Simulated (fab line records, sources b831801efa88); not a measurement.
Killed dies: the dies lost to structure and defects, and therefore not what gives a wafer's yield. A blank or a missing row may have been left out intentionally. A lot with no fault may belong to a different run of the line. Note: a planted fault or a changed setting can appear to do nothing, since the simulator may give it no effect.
A struck lot beside a sound one	flow sky130	15 out of 708 route steps
Sound: the wafers L798.1, L798.5, L798.6. The struck wafers were L789.3, L789.5, L789.6. The cause is given at the end.
For every step that has rows: the tool of each side, followed by ch and its chambers, followed by its first start. Under that, the readings that differ: sound wafers	struck wafers	difference of the means	sigmas: that difference in standard deviations of wafers without a fault.
alike: words and numbers the same on both sides, and readings whose means are apart by under 2 such deviations; not compared: readings that were withheld, readings missing a value for some wafer, numbers with overlapping values and no deviation given by the record, and bounds like >300 which may hide the same value.
A row with sigmas, a row that says differs or no value, or rows on one side alone: a step with any of these is where the two part. When numbers do not overlap yet have no deviation, they are printed without sigmas and do not part them. Lack of a reading on every wafer of one side parts them only where that side has two or more wafers.

first, 1 step without rows for these wafers: SKY_VIA2_CLEAN_19 (cleans in O3/DIW).
SKY_VIA2_SPUTTER_20: material TiN, target thk 20 nm, time 80 s.
  sound on pvdSputter-02, day 41 13:56; struck on pvdSputter-04, day 38 23:08
  alike: throttleValvePct
then, 1 step without rows for these wafers: SKY_VIA2_CVD_21 (deposits W, target thk 420 nm, time 126.4 s).
SKY_VIA2_RS_MEAS_22: measurement is done with a four-point probe.
  sound on filmMetro-01, day 41 14:07; struck on filmMetro-03, day 38 23:22
  alike: VIA2_W_RS
SKY_VIA2_THK_MEAS_23: measures by xrf.
  sound on filmMetro-01, day 41 14:14; struck on filmMetro-03, day 38 23:28
  alike: VIA2_W_THK
then, 1 step without rows for these wafers: SKY_VIA2_CMP_24 (polishes, stops on SiO2, t overpolish 20 s, target thk 0 nm).
SKY_METAL3_SPUTTER_00: material Ti, target thk 15 nm, time 10 s.
  sound on pvdSputter-02, day 41 14:36; struck on pvdSputter-02, day 38 23:48
  alike: throttleValvePct
SKY_METAL3_SPUTTER_01: material TiN, target thk 20 nm, time 16.26 s.
  sound on pvdSputter-02, day 41 14:38; struck on pvdSputter-02, day 38 23:49
  alike: throttleValvePct
then, 3 steps without rows for these wafers: SKY_METAL3_SPUTTER_02 (material AlCu, target thk 735 nm, time 39.1 s); SKY_METAL3_SPUTTER_03 (material Ti, target thk 5 nm, time 3.3 s); SKY_METAL3_SPUTTER_04 (material TiN, target thk 70 nm, time 58.3 s).
SKY_CAPM_CVD_00: deposits SiO2, target thk 15.5 nm.
  sound on pecvd-04 ch 0,1, day 41 14:46; struck on pecvd-01 ch 0,1,2, day 38 23:57
  alike: heaterPowerOuterW, heaterPowerW
SKY_CAPM_THK_MEAS_01:
  sound on filmMetro-03, day 41 14:47; struck on filmMetro-02, day 38 23:59
reading	sound	struck	difference	sigmas
CAPM_CVD_00_THK (nm)	15.20 15.50 15.32	16.22 16.42 16.26	+0.96	+5
SKY_CAPM_SPUTTER_02: material TiN, target thk 200 nm, time 166.7 s.
  sound on pvdSputter-01, day 41 14:51; struck on pvdSputter-03, day 39 00:02
  alike: throttleValvePct
-- the record jumps here: 9 days lie between the struck wafers' starts before and after (it left off in module CAPM and takes up again in module PAD_OPEN, whose first step shown is number 708 of the route) --
SKY_PAD_OPEN_PROBE_99:
  sound on prober-02, day 49 21:12; struck on prober-02, day 47 21:43
reading	sound	struck	difference	sigmas
killedOpen	55 63 59	44 32 53	-16	-2
  alike: defectLimitedYield, killed_at_M0_to_M3, killed_at_M4_up, killedAtContacts, killedAtFrontEnd, killedAtOther, killedDies, killedShort, sort_bin_3_pad_short, sort_bin_5_function, sort_bin_6_memory, sortNPass, sortYieldPct

== WHERE THEY PART ==
Last at SKY_PAD_OPEN_PROBE_99 as far as this record goes, first at SKY_CAPM_THK_MEAS_01.

WHY: whatever the simulator had introduced
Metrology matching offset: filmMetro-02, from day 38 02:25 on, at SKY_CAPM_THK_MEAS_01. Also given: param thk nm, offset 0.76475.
